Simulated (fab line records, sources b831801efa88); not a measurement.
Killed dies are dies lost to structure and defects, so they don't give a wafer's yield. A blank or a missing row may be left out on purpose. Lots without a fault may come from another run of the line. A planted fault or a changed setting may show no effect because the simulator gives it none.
fab line records | flow sky130
record lots=6 wafers=18 last_day=50
route steps=708 shown VIA4@645 METAL5@661 PAD_OPEN@708
lots that met no fault: from a run of the same line without faults
start_h: hours from the record's first day to the start of the lot's first wafer shown | wait_h: hours since the lot's step before | " the same as in the row above | L1.1+2: a row that stands for several wafers | - no value, or no start given | * or withheld: withheld | < > ~ a bound
route shown NAME@n: a module of which the file shows steps, and the number in the route of the first | usual: mean/standard deviation of fault-free wafers | same: alike in all rows | chamber/n: place in a boat | sites: the reading at each site | _std_site: their standard deviation | _edge_site: outer sites' mean less inner sites' | radius_mm: how far each site lies from the wafer's centre | mask NAME#n: copy n | behind: the tool/chamber that last shaped the wafer | hold: why the lot was held/for how many hours/how that ended | device: the transistor (n, p or np) that didn't switch | end of line: the same wafers' tests at the end of the route | a step without rows: its recipe alone | killed: dies lost to structure and defects at the first sort, not the wafer's yield | map: a wafer's dies, x killed, . not, _ none there
set.NAME: the setting as run; set.NAME@STEP: as run at that earlier step | model.NAME: the simulator's own value behind a step, which no gauge read
lots at some steps of the route; a table a step, a row a wafer
services: from which hour (start_h, from the record's first day; less than 0 if before it) a tool's chamber was out of use, for how many hours, and why
## steps
# step SKY_VIA4_COAT_06
# recipe resist=NOVOLAK spin_rpm=3000 resist_thk_nm=1140
# step SKY_VIA4_SOFTBAKE_07
# recipe temp_c=90 time_s=60 resist=NOVOLAK
# step SKY_VIA4_EXPOSE_08
# recipe mask_id=VIM4 na=0.6 source_shape=conventional sigma_outer=0.6 polarization=unpolarized target_cd_nm=800 dose_mj=132
# step SKY_VIA4_PEB_09
# recipe temp_c=withheld time_s=* resist=NOVOLAK
# step SKY_VIA4_DEVELOP_10
# recipe resist=NOVOLAK developer=TMAH develop_time_s=60 dev_temp_c=23
# step SKY_VIA4_OVL_MEAS_11
# usual VIA4_OVL=-1.1/1.3
# columns lot.wafer tool chamber start_h wait_h VIA4_OVL[nm]
L484.1 overlay-02 - 1015.28 0.1 -0.5
L484.2 " - " " -1.7
L484.4 " - " " -1.9
L491.1 overlay-01 - 1061.00 0.1 -3.4
L491.2 " - " " 0.2
L491.4 " - " " -0.3
L494.2 overlay-02 - 1084.49 0.1 -0.1
L494.3 " - " " -0.2
L494.6 " - " " 1.1
L495.1 overlay-01 - 1086.65 0.1 -1.1
L495.4 " - " " -1.8
L495.5 " - " " -0.7
L496.1 overlay-01 - 1089.25 0.1 -2.4
L496.2 " - " " -1.2
L496.4 " - " " -2.0
L505.1 overlay-01 - 1136.15 0.1 -1.6
L505.3 " - " " -0.2
L505.4 " - " " -2.7
# step SKY_VIA4_ETCH_12
# recipe target=SiO2 chemistry=C4F8/O2/Ar stop_on=TiN mask_material=NOVOLAK source_w=1500 bias_w=1200 pressure_mtorr=40 c4f8_flow_sccm=withheld O2_flow_sccm=6 Ar_flow_sccm=300 time_s=withheld target_depth_a=5800
# usual chamber_pressure_mTorr=40.00/0.039 oes_product_au=0.926/0.0051
# columns lot.wafer tool chamber start_h wait_h chamber_pressure_mTorr oes_product_au
L484.1 rie_diel-02 1 1015.32 0.0 40.02 0.914
L484.2 " 3 " " 39.94 0.918
L484.4 " 2 " " 39.98 0.918
L491.1 rie_diel-04 0 1061.03 0.0 39.94 0.932
L491.2 " 3 " " 40.00 0.923
L491.4 " 2 " " 39.98 0.928
L494.2 rie_diel-04 1 1084.52 0.0 40.01 0.927
L494.3 " 3 " " 40.04 0.930
L494.6 " 1 " " 39.93 0.929
L495.1 rie_diel-04 2 1086.69 0.0 40.05 0.926
L495.4 " 1 " " 40.02 0.919
L495.5 " 3 " " 40.01 0.925
L496.1 rie_diel-02 2 1089.29 0.0 39.94 0.933
L496.2 " 0 " " 40.00 0.931
L496.4 " 1 " " 39.96 0.916
L505.1 rie_diel-03 0 1136.18 0.0 39.98 0.928
L505.3 " 1 " " 39.99 0.923
L505.4 " 2 " " 39.98 0.930
# step SKY_VIA4_STRIP_13
# recipe chemistry=O2/N2 power_w=1400 pressure_mtorr=1500 platen_temp_c=withheld o2_flow_sccm=3000 n2_flow_sccm=300 overash_fraction=0.5
# usual chamber_pressure_mTorr=1500.0/1.4 drypump_motor_current_A=5.9/0.39 o2_flow_sccm=3000/8.3 oes_product_au=0.710/0.0045 strip_time_to_endpoint_s=12.804/0.026
# columns lot.wafer tool chamber start_h wait_h chamber_pressure_mTorr drypump_motor_current_A o2_flow_sccm oes_product_au rf_hours_counter_h strip_time_to_endpoint_s
L484.1 plasma_asher-03 1 1015.39 - 1499.7 5.5 3004 0.705 94 12.775
L484.2 " 0 " " 1499.2 6.1 2999 0.715 94 12.823
L484.4 " 0 " " 1501.0 6.1 2992 0.709 - 12.777
L491.1 plasma_asher-04 0 1061.11 - 1500.2 5.9 3010 0.708 50 12.803
L491.2 " 1 " " 1500.5 6.4 3005 0.703 50 12.786
L491.4 " 0 " " 1501.3 5.9 2996 0.709 - 12.820
L494.2 plasma_asher-03 0 1084.59 - 1501.1 6.1 3004 0.711 101 12.766
L494.3 " 1 " " 1501.5 5.5 2994 0.717 - 12.772
L494.6 " 1 " " 1501.4 5.5 2991 0.713 - 12.841
L495.1 plasma_asher-02 0 1086.76 - 1501.5 5.4 2990 0.705 2 12.794
L495.4 " 0 " " 1499.0 5.4 3001 0.712 - 12.823
L495.5 " 1 " " 1500.2 6.2 2999 0.716 - 12.755
L496.1 plasma_asher-04 0 1089.36 - 1501.0 5.9 3019 0.710 53 12.835
L496.2 " 1 " " 1498.4 6.4 3005 0.706 53 12.827
L496.4 " 1 " " 1501.1 6.4 2995 0.708 - 12.820
L505.1 plasma_asher-02 0 1136.26 - 1501.7 5.4 2982 0.710 7 12.781
L505.3 " 0 " " 1500.7 5.4 3000 0.703 - 12.830
L505.4 " 1 " " 1500.6 6.2 3006 0.710 - 12.775
# step SKY_VIA4_STRIP_14
# recipe chemistry=post_etch_residue_remover time_s=1200 temp_c=72.5
# step SKY_VIA4_CLEAN_15
# recipe chemistry=IPA time_s=180 temp_c=25
# step SKY_VIA4_CLEAN_16
# recipe chemistry=O3/DIW dry=n2_spin
# step SKY_VIA4_SPUTTER_17
# recipe material=TiN target_thk_nm=20 chamber_pressure_pa=5 power_w=4000 time_s=80
# usual throttle_valve_pct=30.0/1.1
# columns lot.wafer tool chamber start_h wait_h throttle_valve_pct
L484.1 pvd_sputter-03 - 1016.01 0.0 28.9
L484.2 " - " " 28.4
L484.4 " - " " 30.1
L491.1 pvd_sputter-01 - 1061.70 0.0 30.4
L491.2 " - " " 29.0
L491.4 " - " " 30.3
L494.2 pvd_sputter-03 - 1085.23 0.0 29.2
L494.3 " - " " 28.9
L494.6 " - " " 28.6
L495.1 pvd_sputter-01 - 1087.36 0.0 30.1
L495.4 " - " " 31.7
L495.5 " - " " 30.4
L496.1 pvd_sputter-02 - 1089.95 0.0 30.5
L496.2 " - " " 31.5
L496.4 " - " " 32.5
L505.1 pvd_sputter-01 - 1137.06 0.0 31.3
L505.3 " - " " 29.3
L505.4 " - " " 30.4
# step SKY_VIA4_CVD_18
# recipe material=W target_thk_nm=505 time_s=152.14 temp_c=400 pressure_torr=40
# usual chamber_pressure_Torr=40.00/0.092 heater_power_w=860/70
# columns lot.wafer tool chamber start_h wait_h chamber_pressure_Torr heater_power_w model.W_of_VIA4_CVD_18.thk_nm
L484.1 cvd_w-01 1 1016.07 0.0 39.99 887 501.3
L484.2 " 0 " " 40.03 767 496.2
L484.4 " 1 " " 40.06 903 499.5
L491.1 cvd_w-01 0 1061.76 0.0 39.95 760 497.7
L491.2 " 1 " " 39.98 910 496.7
L491.4 " 0 " " 40.08 769 504.3
L494.2 cvd_w-01 1 1085.29 0.0 39.93 886 507.3
L494.3 " 0 " " 39.93 755 263.2
L494.6 " 1 " " 40.14 907 499.5
L495.1 cvd_w-02 0 1087.42 0.0 39.91 964 517.4
L495.4 " 0 " " 39.92 963 515.7
L495.5 " 1 " " 39.88 843 512.1
L496.1 cvd_w-01 0 1090.02 0.0 40.09 755 263.1
L496.2 " 1 " " 40.01 883 507.4
L496.4 " 0 " " 40.02 772 264.3
L505.1 cvd_w-02 1 1137.12 0.0 39.93 851 509
L505.3 " 1 " " 39.97 854 505.7
L505.4 " 0 " " 40.02 960 504.6
# step SKY_VIA4_RS_MEAS_19
# recipe thk_meas_gauge=four-point-probe reads=W_of_VIA4_CVD_18+TiN_of_VIA4_SPUTTER_17
# usual VIA4_W_RS=0.2263/0.0025
# columns lot.wafer tool chamber start_h wait_h VIA4_W_RS[ohm/sq]
L484.1 film_metro-02 - 1016.23 0.1 0.2277
L484.2 " - " " 0.2302
L484.4 " - " " 0.2285
L491.1 film_metro-01 - 1061.91 0.1 0.2295
L491.2 " - " " 0.2300
L491.4 " - " " 0.2264
L494.2 film_metro-03 - 1085.47 0.1 0.2253
L494.3 " - " " 0.4372
L494.6 " - " " 0.2288
L495.1 film_metro-01 - 1087.58 0.1 0.2205
L495.4 " - " " 0.2214
L495.5 " - " " 0.2225
L496.1 film_metro-02 - 1090.17 0.1 0.4374
L496.2 " - " " 0.2250
L496.4 " - " " 0.4351
L505.1 film_metro-02 - 1137.27 0.1 0.2245
L505.3 " - " " 0.2263
L505.4 " - " " 0.2265
# step SKY_VIA4_THK_MEAS_20
# recipe thk_meas_gauge=xrf reads=W_of_VIA4_CVD_18
# usual VIA4_W_THK=496/5.7
# columns lot.wafer tool chamber start_h wait_h VIA4_W_THK[nm]
L484.1 film_metro-02 - 1016.35 0.1 499
L484.2 " - " " 488
L484.4 " - " " 494
L491.1 film_metro-01 - 1062.03 0.1 489
L491.2 " - " " 489
L491.4 " - " " 495
L494.2 film_metro-03 - 1085.58 0.1 494
L494.3 " - " " 259
L494.6 " - " " 489
L495.1 film_metro-01 - 1087.70 0.1 506
L495.4 " - " " 505
L495.5 " - " " 501
L496.1 film_metro-02 - 1090.29 0.1 259
L496.2 " - " " 497
L496.4 " - " " 261
L505.1 film_metro-02 - 1137.39 0.1 500
L505.3 " - " " 498
L505.4 " - " " 496
# step SKY_VIA4_CMP_21
# recipe stop_on=SiO2 t_overpolish_s=25 down_force_psi=3.5 platen_rpm=60 target_thk_nm=0 pad_velocity_m_s=0.94248
# usual motor_current_A=10.4/1.5 time_to_endpoint_s=123/4.6
# columns lot.wafer tool chamber start_h wait_h motor_current_A time_to_endpoint_s
L484.2 cmp-02 1 1016.41 0.0 11.2 125
L484.4 " 2 " " 13.5 120
L484.1 " 3 " " 10.2 123
L491.4 cmp-02 1 1062.39 0.3 10.7 133
L491.2 " 2 " " 12.3 120
L491.1 " 0 " " 8.0 127
L494.2 cmp-02 1 1085.63 0.0 10.7 124
L494.3 " 3 " " 9.9 60
L494.6 " 2 " " 12.8 115
L495.1 cmp-02 1 1087.81 0.1 10.3 128
L495.4 " 3 " " 10.8 126
L495.5 " 0 " " 7.5 124
L496.1 cmp-01 2 1090.40 0.1 12.5 63
L496.4 " 3 " " 9.8 64
L496.2 " 0 " " 8.7 119
L505.4 cmp-01 1 1137.66 0.2 10.4 126
L505.1 " 2 " " 12.2 136
L505.3 " 0 " " 8.6 124
# step SKY_METAL5_SPUTTER_00
# recipe material=Ti target_thk_nm=15 power_w=3000 time_s=10 chamber_pressure_pa=0.4
# usual throttle_valve_pct=29.7/1.3
# columns lot.wafer tool chamber start_h wait_h throttle_valve_pct
L484.1 pvd_sputter-04 - 1016.71 0.1 28.5
L484.2 " - " " 29.2
L484.4 " - " " 30.2
L491.1 pvd_sputter-02 - 1062.69 0.1 31.7
L491.2 " - " " 33.0
L491.4 " - " " 29.5
L494.2 pvd_sputter-04 - 1085.93 0.2 28.5
L494.3 " - " " 30.2
L494.6 " - " " 29.7
L495.1 pvd_sputter-04 - 1088.06 0.2 29.2
L495.4 " - " " 29.6
L495.5 " - " " 28.3
L496.1 pvd_sputter-02 - 1090.65 0.2 29.3
L496.2 " - " " 31.5
L496.4 " - " " 32.6
L505.1 pvd_sputter-02 - 1137.96 0.2 32.7
L505.3 " - " " 31.6
L505.4 " - " " 30.6
# step SKY_PAD_OPEN_PROBE_99
# usual defect_limited_yield=82.2/1.9 killed_at_M0_to_M3=44/6.6 killed_at_M4_up=3.4/1.9 killed_at_contacts=25/5.6 killed_at_front_end=15/4.6 killed_at_other=0.3/0.6 killed_dies=88/9.5 killed_open=47/7.1 killed_short=40/6.4 sort_bin_3_pad_short=1.0/0.47 sort_bin_5_function=10.4/1.4 sort_bin_6_memory=6.4/1.1 sort_n_pass=404/9.5 sort_yield_pct=82.2/1.9
# same gross_dies=492 killed_at_back_side=0 sort_bin_4_leakage[%]=0 sort_bin_8_speed[%]=0
# columns lot.wafer tool chamber start_h wait_h defect_limited_yield[%] killed_at_M0_to_M3 killed_at_M4_up killed_at_contacts killed_at_front_end killed_at_other killed_dies killed_open killed_short sort_bin_3_pad_short[%] sort_bin_5_function[%] sort_bin_6_memory[%] sort_n_pass sort_yield_pct[%]
L484.1 prober-02 - 1085.71 0.1 82.5 42 2 28 14 0 86 52 34 0.6 11.2 5.7 406 82.5
L484.2 prober-02 - 1085.76 0.1 82.7 43 4 28 10 0 85 41 42 0.6 12.4 4.3 407 82.7
L484.4 prober-02 - 1085.86 0.2 82.3 45 4 22 16 0 87 47 38 1.0 10.0 6.7 405 82.3
L491.1 prober-01 - 1126.59 0.1 81.9 38 7 30 14 0 89 59 30 0.8 12.6 4.7 403 81.9
L491.2 prober-01 - 1126.64 0.1 79.1 53 5 26 18 1 103 52 50 1.8 13.6 5.5 389 79.1
L491.4 prober-01 - 1126.74 0.2 78.7 51 3 34 16 1 105 60 44 1.2 11.4 8.7 387 78.7
L494.2 prober-02 - 1148.87 0.1 82.1 45 2 19 21 1 88 47 39 0.6 11.0 6.3 404 82.1
L494.3 prober-02 - 1148.92 0.2 85.0 40 7 15 12 0 74 38 36 0.6 10.4 4.1 418 85.0
L494.6 prober-02 - 1149.07 0.2 81.5 43 2 29 17 0 91 54 37 0.8 10.6 7.1 401 81.5
L495.1 prober-01 - 1149.77 0.1 83.1 38 3 31 10 1 83 39 44 1.0 10.6 5.3 409 83.1
L495.4 prober-01 - 1149.92 0.2 81.7 46 0 22 21 1 90 48 42 0.8 9.6 7.9 402 81.7
L495.5 prober-01 - 1149.97 0.2 83.9 48 6 13 12 0 79 45 34 0.8 8.9 6.3 413 83.9
L496.1 prober-02 - 1152.02 0.1 82.9 49 1 24 10 0 84 44 40 0 12.4 4.7 408 82.9
L496.2 prober-02 - 1152.07 0.1 84.1 33 6 22 16 1 78 31 47 1.2 9.6 5.1 414 84.1
L496.4 prober-02 - 1152.17 0.2 85.6 31 3 21 16 0 71 35 36 0.4 8.1 5.9 421 85.6
# killed by level:class
L484.1 VIA1:geometric_particle:open=11 CONTACT:geometric_particle:open=10 VIA3:geometric_particle:open=7 VIA2:geometric_particle:open=7 LI_CONTACT:geometric_particle:open=6 CONTACT:geometric_particle:short=5 LOCAL_INTERCONNECT:geometric_particle:short=4 VIA2:geometric_particle:short=4
L484.2 CONTACT:geometric_particle:open=10 VIA1:geometric_particle:open=10 VIA2:geometric_particle:open=7 LI_CONTACT:geometric_particle:open=6 CONTACT:geometric_particle:short=6 VIA1:geometric_particle:short=5 METAL2:geometric_particle:short=5 FIELD_ISO:geometric_particle:short=4
L484.4 VIA1:geometric_particle:open=12 LI_CONTACT:geometric_particle:open=9 VIA1:geometric_particle:short=8 VIA3:geometric_particle:open=7 CONTACT:geometric_particle:open=5 VIA2:geometric_particle:open=5 METAL3:geometric_particle:short=4 FIELD_ISO:geometric_particle:short=3
L491.1 CONTACT:geometric_particle:open=13 VIA1:geometric_particle:open=12 LI_CONTACT:geometric_particle:open=8 VIA2:geometric_particle:open=8 CONTACT:geometric_particle:short=7 VIA3:geometric_particle:open=5 METAL4:geometric_particle:short=5 POLY_GATE:geometric_particle:short=4
L491.2 VIA1:geometric_particle:open=13 CONTACT:geometric_particle:open=11 VIA3:geometric_particle:open=9 FIELD_ISO:geometric_particle:short=7 LOCAL_INTERCONNECT:geometric_particle:short=6 METAL1:geometric_particle:short=6 VIA1:geometric_particle:short=5 METAL2:geometric_particle:short=5
L491.4 VIA1:geometric_particle:open=12 LI_CONTACT:geometric_particle:open=10 VIA2:geometric_particle:open=9 CONTACT:geometric_particle:open=8 LOCAL_INTERCONNECT:geometric_particle:short=8 METAL2:geometric_particle:short=8 METAL1:geometric_particle:short=6 CONTACT:geometric_particle:short=5
L494.2 VIA1:geometric_particle:open=9 CONTACT:geometric_particle:open=8 VIA2:geometric_particle:open=8 FIELD_ISO:geometric_particle:short=7 METAL1:geometric_particle:short=6 FIELD_ISO:geometric_particle:open=4 CONTACT:geometric_particle:short=4 METAL2:geometric_particle:short=4
L494.3 VIA3:geometric_particle:open=6 LI_CONTACT:geometric_particle:open=5 VIA2:geometric_particle:open=5 CONTACT:geometric_particle:open=5 VIA1:geometric_particle:open=5 METAL2:geometric_particle:short=5 VIA2:geometric_particle:short=5 METAL3:geometric_particle:short=5
L494.6 VIA1:geometric_particle:open=13 LI_CONTACT:geometric_particle:open=12 METAL1:geometric_particle:short=8 FIELD_ISO:geometric_particle:open=7 CONTACT:geometric_particle:open=7 FIELD_ISO:geometric_particle:short=6 CONTACT:geometric_particle:short=5 METAL2:geometric_particle:short=5
L495.1 LI_CONTACT:geometric_particle:open=10 LOCAL_INTERCONNECT:geometric_particle:short=8 VIA1:geometric_particle:short=8 VIA3:geometric_particle:open=6 LI_CONTACT:geometric_particle:short=5 METAL1:geometric_particle:short=5 VIA1:geometric_particle:open=5 CONTACT:geometric_particle:short=4
L495.4 VIA1:geometric_particle:open=17 LOCAL_INTERCONNECT:geometric_particle:short=7 POLY_GATE:geometric_particle:short=6 FIELD_ISO:geometric_particle:open=5 FIELD_ISO:geometric_particle:short=5 LI_CONTACT:geometric_particle:open=5 METAL1:geometric_particle:short=5 VIA2:geometric_particle:open=5
L495.5 VIA1:geometric_particle:open=14 VIA3:geometric_particle:open=8 VIA3:geometric_particle:short=7 CONTACT:geometric_particle:open=5 METAL2:geometric_particle:short=5 LOCAL_INTERCONNECT:geometric_particle:short=4 VIA2:geometric_particle:open=4 FIELD_ISO:geometric_particle:short=3
L496.1 VIA1:geometric_particle:open=9 LI_CONTACT:geometric_particle:open=8 METAL1:geometric_particle:short=8 VIA2:geometric_particle:open=7 VIA3:geometric_particle:open=6 LOCAL_INTERCONNECT:geometric_particle:short=5 CONTACT:geometric_particle:open=5 VIA1:geometric_particle:short=5
L496.2 CONTACT:geometric_particle:open=7 VIA1:geometric_particle:open=7 FIELD_ISO:geometric_particle:short=6 LI_CONTACT:geometric_particle:open=6 METAL1:geometric_particle:short=6 METAL2:geometric_particle:short=5 VIA3:geometric_particle:short=4 LOCAL_INTERCONNECT:geometric_particle:short=4
L496.4 CONTACT:geometric_particle:open=7 METAL2:geometric_particle:short=7 VIA1:geometric_particle:open=6 LI_CONTACT:geometric_particle:open=5 CONTACT:geometric_particle:short=5 POLY_GATE:geometric_particle:short=4 POLY_GATE:geometric_particle:open=4 VIA2:geometric_particle:open=4
## services
# columns tool chamber start_h hours kind
pvd_sputter-04 - 1001.35 0.5 repair
cmp-01 - 1003.81 0.4 repair
rie_diel-02 0 1004.77 13.5 repair
cmp-01 - 1014.85 0.9 repair
cvd_w-01 0 1022.64 2.6 repair
cvd_w-01 - 1023.38 6.0 pm
cmp-02 - 1023.99 4.0 repair
rie_diel-04 1 1024.29 9.4 repair
plasma_asher-03 - 1030.41 2.1 repair
plasma_asher-03 - 1033.73 0.4 repair
cmp-01 - 1043.47 24.3 repair
pvd_sputter-03 - 1045.74 27.6 repair
cvd_w-01 - 1047.88 0.6 repair
pvd_sputter-01 - 1048.09 1.4 repair
cmp-02 - 1072.67 3.4 repair
pvd_sputter-01 - 1075.11 7.2 repair
pvd_sputter-04 - 1084.03 1.7 repair
pvd_sputter-01 - 1087.71 13.7 repair
cmp-02 - 1093.81 4.0 pm
cmp-02 - 1108.20 3.8 repair
pvd_sputter-01 - 1108.88 2.7 repair
cmp-02 - 1112.01 7.0 pm
cmp-02 - 1123.14 7.0 pm
cvd_w-01 - 1136.66 14.6 pm
## key
first_sign step=SKY_VIA4_RS_MEAS_19 reading=VIA4_W_RS direction=up sigmas=85 usual=0.2263 struck=0.4366
effect step=SKY_VIA4_THK_MEAS_20 reading=VIA4_W_THK direction=down sigmas=42 usual=496 struck=260
effect step=SKY_VIA4_CMP_21 reading=time_to_endpoint_s direction=down sigmas=13 usual=* struck=*
model_effect step=SKY_VIA4_CVD_18 value=W_of_VIA4_CVD_18.thk_nm without=501.9 struck=263.6
met_at SKY_VIA4_CVD_18
struck_wafers L494.3,L496.1,L496.4
onset_between 1061.76 1085.29
fault kind=process_parameter_drift tool=cvd_w-01 chamber=0 onset_h=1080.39 steps=SKY_VIA4_CVD_18 channel=target_thk_nm offset=-239.56 shape=step end_h=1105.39 acts_in=these_recipes_only stated=505
